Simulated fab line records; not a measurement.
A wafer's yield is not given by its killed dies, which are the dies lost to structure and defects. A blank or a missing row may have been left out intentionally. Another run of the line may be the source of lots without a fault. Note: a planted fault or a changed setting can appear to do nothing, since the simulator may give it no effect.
2 desks, one fault + flow gf180mcu + what lay behind the numbers comes last; until then each desk has only its own

== THE METROLOGY DESK ==
Means of the sampled wafers that have a number, per lot and without regard to the tool the lot ran on: this is what the gauges read. A lot is out of limits, marked OUT, if its mean lies more than 4 standard deviations from the usual mean; the brackets give that distance.
Columns: A = cd nm at GF_HV_LDD_CD_MEAS_07, usual 400.4 nm; B = HV_LDD_2_TW at GF_HV_LDD_TW_MEAS_23, usual 1064; C = cd nm at GF_HV_LDD_CD_MEAS_31, usual 400.0 nm; D = HV_LDD_CVD_56_THK at GF_HV_LDD_THK_MEAS_57, usual 90.0 nm
| lot  | first seen here | A     | B    | C     | D               |
|------|-----------------|-------|------|-------|-----------------|
| L985 | day 10 06:40    | 400.8 | 1058 | 398.2 | 89.6            |
| L987 | day 10 21:16    | 401.8 | 1060 | 399.4 | 89.8            |
| L988 | day 11 07:33    | 404.3 | 1064 | 401.9 | 90.2            |
| L992 | day 12 13:31    | 396.1 | 1070 | 402.9 | 89.0            |
| L993 | day 12 17:04    | 404.0 | 1071 | 400.1 | 84.7 (-6.4) OUT |
| L994 | day 13 04:34    | 400.6 | 1067 | 403.2 | 83.0 (-8.4) OUT |
| L100 | day 14 21:44    | 404.4 | 1072 | 399.5 | 90.1            |
| L102 | day 15 17:15    | 400.9 | 1063 | 401.4 | 89.2            |
| L103 | day 16 02:50    | 397.6 | 1053 | 398.1 | 91.2            |
| L104 | day 16 07:37    | 402.1 | 1075 | 399.3 | 90.1            |
| L105 | day 16 12:17    | 401.8 | 1074 | 398.7 | 90.7            |
| L106 | day 16 22:43    | 402.3 | 1060 | 401.2 | 88.8            |
| L107 | day 17 01:04    | 400.9 | 1060 | 400.2 | 89.2            |
Per this desk, out of limits: L993, L994; the first was L993, day 15 09:23 (HV_LDD_CVD_56_THK at GF_HV_LDD_THK_MEAS_57). L985, L987, L988, L992, L100, L102, L103, L104, L105, L106, L107: within limits.

== THE TOOL OWNER'S DESK: lpcvd-02 ==
The tool's own readings at GF_HV_LDD_CVD_56 (deposits Si3N4 from DCS/NH3, target thk 90 nm, time 1543 s): means of the sampled wafers that have a number, for each lot that ran on this tool. A lot is out of limits, marked OUT, if its mean lies more than 4 standard deviations from the usual mean; the brackets give that distance.
Columns: A = zone power upper pct at GF_HV_LDD_CVD_56, usual 12.9 %
| lot  | first seen here | A    |
|------|-----------------|------|
| L985 | day 12 17:52    | 12.6 |
| L987 | day 13 09:19    | 12.7 |
| L988 | day 13 21:15    | 13.2 |
| L993 | day 15 07:58    | 12.6 |
| L994 | day 15 19:38    | 12.6 |
| L102 | day 18 16:33    | 13.1 |
| L104 | day 19 07:29    | 12.6 |
| L107 | day 20 03:11    | 13.1 |
Finding of this desk: none of the 8 lots has anything out of limits.

== PUT TOGETHER ==
An alarm was possible from the metrology desk at day 15 09:23, on L993, L994.
The desk of the tool owner found nothing out of limits.
On record at the tool owner's desk: L993, L994, within its limits.
Every lot named ran GF_HV_LDD_CVD_56 on lpcvd-02.

== WHAT HAD BEEN PUT IN BY THE SIMULATOR ==
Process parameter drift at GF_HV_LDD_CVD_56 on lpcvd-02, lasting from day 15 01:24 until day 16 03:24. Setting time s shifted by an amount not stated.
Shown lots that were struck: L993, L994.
Hours from the fault's start to each desk's first reading out of limits: the metrology desk, 8.
